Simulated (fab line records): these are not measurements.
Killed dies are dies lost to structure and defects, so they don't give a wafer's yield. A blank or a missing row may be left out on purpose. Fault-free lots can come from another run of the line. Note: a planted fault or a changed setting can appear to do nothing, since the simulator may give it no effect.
One fault through the eyes of 2 desks | flow gf180mcu | each desk has only its own numbers; what lay behind them comes last

## DESK OF THE TOOL OWNER: pvd-sputter-03
The tool's own readings at GF_M4_SPUTTER_00 (material Ti, target thk 37.5 nm, time 150 s): means of the sampled wafers that have a number, for each lot that ran on this tool. Marked OUT: a lot whose mean sits more than 4 standard deviations from the usual mean, which makes it out of limits; the brackets give that distance.
Columns: A = throttle-valve-pct at GF_M4_SPUTTER_00, usual 30.6 %
lot  | first seen here | A
L673 | day 24 04:33    | 30.5
L678 | day 25 15:47    | 31.2
L683 | day 27 08:32    | 30.5
This desk found nothing out of limits on any of the 3 lots.

## FROM THE METROLOGY DESK
Lot by lot, what the gauges showed, no matter which tool ran the lot: averages of those sampled wafers that carry a number. Marked OUT: a lot whose mean sits more than 4 standard deviations from the usual mean, which makes it out of limits; the brackets give that distance.
Columns: A = V3_OVL at GF_V3_OVL_MEAS_15, usual -4 nm; B = V3_W_RS at GF_V3_RS_MEAS_24, usual 0.329 ohm/sq; C = V3_W_THK at GF_V3_THK_MEAS_25, usual 360 nm
lot  | first seen here | A   | B     | C
L673 | day 24 02:37    | -9  | 0.327 | 361
L676 | day 25 08:34    | -5  | 0.331 | 358
L678 | day 25 14:04    | 3   | 0.327 | 362
L683 | day 27 07:04    | -4  | 0.327 | 361
L689 | day 28 22:28    | -14 | 0.327 | 357
L691 | day 29 10:49    | -1  | 0.330 | 356
This desk found nothing out of limits on any of the 6 lots.

## PUT TOGETHER
The tool owner's desk saw nothing out of limits.
The metrology desk saw nothing out of limits.

## WHAT THE SIMULATOR HAD INSERTED
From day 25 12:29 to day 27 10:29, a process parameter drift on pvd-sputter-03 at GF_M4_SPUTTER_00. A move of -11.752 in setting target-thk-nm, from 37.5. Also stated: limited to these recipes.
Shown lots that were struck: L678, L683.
